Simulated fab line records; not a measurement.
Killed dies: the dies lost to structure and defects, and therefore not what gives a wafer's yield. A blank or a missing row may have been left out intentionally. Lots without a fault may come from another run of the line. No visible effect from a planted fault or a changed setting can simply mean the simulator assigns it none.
Which tool is to blame? + flow gf180mcu + 13 lots with 37 wafers sampled at 5 steps, on a route of 602 steps

== WHAT THE GAUGES SHOWED, per wafer ==
GF_V5_BOW_MEAS_05.
| lot  | measured     | on            | V5_BOW (um) |
|------|--------------|---------------|-------------|
| L948 | day 27 04:35 | film_metro-04 | 148 134 137 |
| L949 | day 27 10:05 | film_metro-03 | 140 136 146 |
| L950 | day 27 15:25 | film_metro-04 | 146 147 149 |
| L952 | day 28 05:48 | film_metro-01 | 144 132 139 |
| L955 | day 29 07:49 | film_metro-03 | 122 130 143 |
| L956 | day 29 14:39 | film_metro-01 | 130 122 139 |
| L957 | day 29 22:26 | film_metro-01 | 131 136 136 |
| L958 | day 30 05:54 | film_metro-01 | 125 120 135 |
| L959 | day 30 08:28 | film_metro-01 | 136 127 144 |
| L960 | day 30 19:22 | film_metro-04 | 144 138 124 |
| L962 | day 31 07:14 | film_metro-03 | 138         |
| L963 | day 31 11:56 | film_metro-04 | 128 130 121 |
| L971 | day 33 12:51 | film_metro-04 | 135 140 149 |

GF_V5_CD_MEAS_14 targets a cd of 260 nm.
| lot  | measured     | on        | cd_nm (nm)        |
|------|--------------|-----------|-------------------|
| L948 | day 28 01:40 | cd_sem-02 | 260.6 261.1 260.5 |
| L949 | day 28 06:58 | cd_sem-01 | 260.7 261.8 261.3 |
| L950 | day 28 11:37 | cd_sem-01 | 257.9 259.4 258.9 |
| L952 | day 29 01:52 | cd_sem-01 | 259.0 258.8 259.2 |
| L955 | day 30 03:52 | cd_sem-02 | 260.7 260.6 259.6 |
| L956 | day 30 09:31 | cd_sem-02 | 257.8 258.1 259.7 |
| L957 | day 30 17:56 | cd_sem-01 | 259.6 259.9 259.0 |
| L958 | day 31 00:29 | cd_sem-01 | 259.1 260.0 260.1 |
| L959 | day 31 02:22 | cd_sem-01 | 260.2 261.2 260.7 |
| L960 | day 31 13:13 | cd_sem-02 | 258.4 257.6 258.1 |
| L962 | day 32 01:04 | cd_sem-02 | 253.8             |
| L963 | day 32 05:41 | cd_sem-01 | 262.8 260.6 261.2 |
| L971 | day 34 04:14 | cd_sem-02 | 259.8 259.4 259.3 |

== TOOL THAT RAN EACH LOT (tool first, then ch and the chambers of the sampled wafers, then the start) ==
| lot  | GF_M5_ETCH_09                      | GF_V5_CMP_04                  | GF_V5_EXPOSE_11                   |
|------|------------------------------------|-------------------------------|-----------------------------------|
| L948 | rie_diel-03 ch 0,1,2, day 27 03:08 | cmp-01 ch 0,2,3, day 27 04:17 | krf_scanner-01 ch 0, day 27 15:25 |
| L949 | rie_diel-02 ch 0,1, day 27 08:47   | cmp-01 ch 0,1,3, day 27 09:50 | krf_scanner-02 ch 0, day 27 20:59 |
| L950 | rie_diel-02 ch 0,1,3, day 27 14:11 | cmp-01 ch 1,2,3, day 27 15:10 | krf_scanner-02 ch 0, day 28 02:07 |
| L952 | rie_diel-04 ch 0,1,2, day 28 04:31 | cmp-02 ch 0,1,3, day 28 05:34 | krf_scanner-02 ch 0, day 28 16:23 |
| L955 | rie_diel-02 ch 0,1,2, day 29 06:28 | cmp-02 ch 0,2,3, day 29 07:34 | krf_scanner-02 ch 0, day 29 18:08 |
| L956 | rie_diel-04 ch 1,2,3, day 29 13:20 | cmp-01 ch 0,1,2, day 29 14:25 | krf_scanner-02 ch 0, day 30 00:31 |
| L957 | rie_diel-03 ch 2,3, day 29 21:10   | cmp-02 ch 0,1, day 29 22:07   | krf_scanner-01 ch 0, day 30 08:31 |
| L958 | rie_diel-02 ch 0,1,2, day 30 04:35 | cmp-02 ch 0,2,3, day 30 05:38 | krf_scanner-01 ch 0, day 30 15:20 |
| L959 | rie_diel-02 ch 1,2,3, day 30 07:14 | cmp-02 ch 1,2,3, day 30 08:10 | krf_scanner-02 ch 0, day 30 17:47 |
| L960 | rie_diel-04 ch 0,1,3, day 30 17:47 | cmp-02 ch 2,3, day 30 19:02   | krf_scanner-01 ch 0, day 31 04:44 |
| L962 | rie_diel-04 ch 1, day 31 05:48     | cmp-02 ch 3, day 31 07:05     | krf_scanner-02 ch 0, day 31 16:34 |
| L963 | rie_diel-02 ch 0,3, day 31 10:34   | cmp-02 ch 1,3, day 31 11:40   | krf_scanner-01 ch 0, day 31 21:10 |
| L971 | rie_diel-03 ch 0,1, day 33 10:08   | cmp-02 ch 0,1,2, day 33 12:35 | krf_scanner-01 ch 0, day 33 20:47 |
- GF_M5_ETCH_09: etches Si3N4 in CF4/O2, target depth 52 nm, time 11.6 s.
- GF_V5_CMP_04: polishes SiO2.
- GF_V5_EXPOSE_11: exposes mask Via5, target cd 260 nm.

== AS READ BY THE TOOLS THEMSELVES (means over the sampled wafers that have a number; for cases with no such wafer, the mark the record gives instead) ==
GF_M5_ETCH_09.
| lot  | tool        | drypump_motor_current_A (A) | oes_product_au (a.u.) | throttle_valve_pct (%) |
|------|-------------|-----------------------------|-----------------------|------------------------|
| L948 | rie_diel-03 | 5.9                         | 0.996                 | 5.982                  |
| L949 | rie_diel-02 | 5.5                         | 1.000                 | 5.968                  |
| L950 | rie_diel-02 | 5.7                         | 1.004                 | 5.970                  |
| L952 | rie_diel-04 | 5.4                         | 0.996                 | 5.968                  |
| L955 | rie_diel-02 | 5.3                         | 1.003                 | 5.974                  |
| L956 | rie_diel-04 | 5.4                         | 1.002                 | 5.972                  |
| L957 | rie_diel-03 | 5.6                         | 1.003                 | 5.964                  |
| L958 | rie_diel-02 | 5.3                         | 1.002                 | 5.965                  |
| L959 | rie_diel-02 | 5.3                         | 1.000                 | 5.970                  |
| L960 | rie_diel-04 | 5.4                         | 1.007                 | 5.968                  |
| L962 | rie_diel-04 | 4.6                         | 0.998                 | 5.966                  |
| L963 | rie_diel-02 | 5.9                         | 1.001                 | 5.972                  |
| L971 | rie_diel-03 | 5.8                         | 0.996                 | 5.961                  |

GF_V5_CMP_04.
| lot  | tool   | motor_current_A (A) |
|------|--------|---------------------|
| L948 | cmp-01 | 12.6                |
| L949 | cmp-01 | 12.5                |
| L950 | cmp-01 | 12.5                |
| L952 | cmp-02 | 11.8                |
| L955 | cmp-02 | 12.5                |
| L956 | cmp-01 | 12.3                |
| L957 | cmp-02 | 11.1                |
| L958 | cmp-02 | 12.4                |
| L959 | cmp-02 | 12.1                |
| L960 | cmp-02 | 13.5                |
| L962 | cmp-02 | 13.3                |
| L963 | cmp-02 | 11.7                |
| L971 | cmp-02 | 11.5                |

GF_V5_EXPOSE_11.
| lot  | tool           | exposure_dose_mJ_cm2 |
|------|----------------|----------------------|
| L948 | krf_scanner-01 | 37.94                |
| L949 | krf_scanner-02 | 38.43                |
| L950 | krf_scanner-02 | 38.47                |
| L952 | krf_scanner-02 | 38.39                |
| L955 | krf_scanner-02 | 38.46                |
| L956 | krf_scanner-02 | 38.44                |
| L957 | krf_scanner-01 | 37.93                |
| L958 | krf_scanner-01 | 37.95                |
| L959 | krf_scanner-02 | 38.48                |
| L960 | krf_scanner-01 | 37.90                |
| L962 | krf_scanner-02 | 37.08                |
| L963 | krf_scanner-01 | 37.99                |
| L971 | krf_scanner-01 | 37.90                |

== THE ANSWER, worked out from the rows above alone ==
Rule: the usual values come from the lots themselves. Put in order of their means at a reading, lots are off if they are a third of the lots or fewer, leave a main group of 4 or more, and stand apart from it by a gap of 3 or more times the standard deviation of the main group's means; of several such gaps the widest counts. A main group is skipped when, at the precision printed for the reading in the tables above, its means are all equal. Also off: a lot with no number at a reading for which 4 or more lots have one. Where the step has rows for the other lots, those lots are counted as sound. The gauges are gone through in route order, then the tools' own readings, and for those a lot's mean is taken as printed above. The first step at which some lot is off is used, and at that step the reading that is off furthest; a lot without a number counts as furthest.
Off: L962 (GF_V5_CD_MEAS_14, cd_nm). For the main group the mean is 259.8 nm and the standard deviation 1.1.
A tool fits if, at a process step before that reading, it ran every lot that is off, and no sound lot after the first of them. The gauges at GF_V5_CD_MEAS_14 aren't tried: what is off there is off at GF_M5_ETCH_09 too, on other tools, and a gauge's error can't cause that. 2 tools fit, rie_diel-04 at GF_M5_ETCH_09 and krf_scanner-02 at GF_V5_EXPOSE_11, so this cannot tell which one it is.

== WHAT THE SIMULATOR HAD INSERTED ==
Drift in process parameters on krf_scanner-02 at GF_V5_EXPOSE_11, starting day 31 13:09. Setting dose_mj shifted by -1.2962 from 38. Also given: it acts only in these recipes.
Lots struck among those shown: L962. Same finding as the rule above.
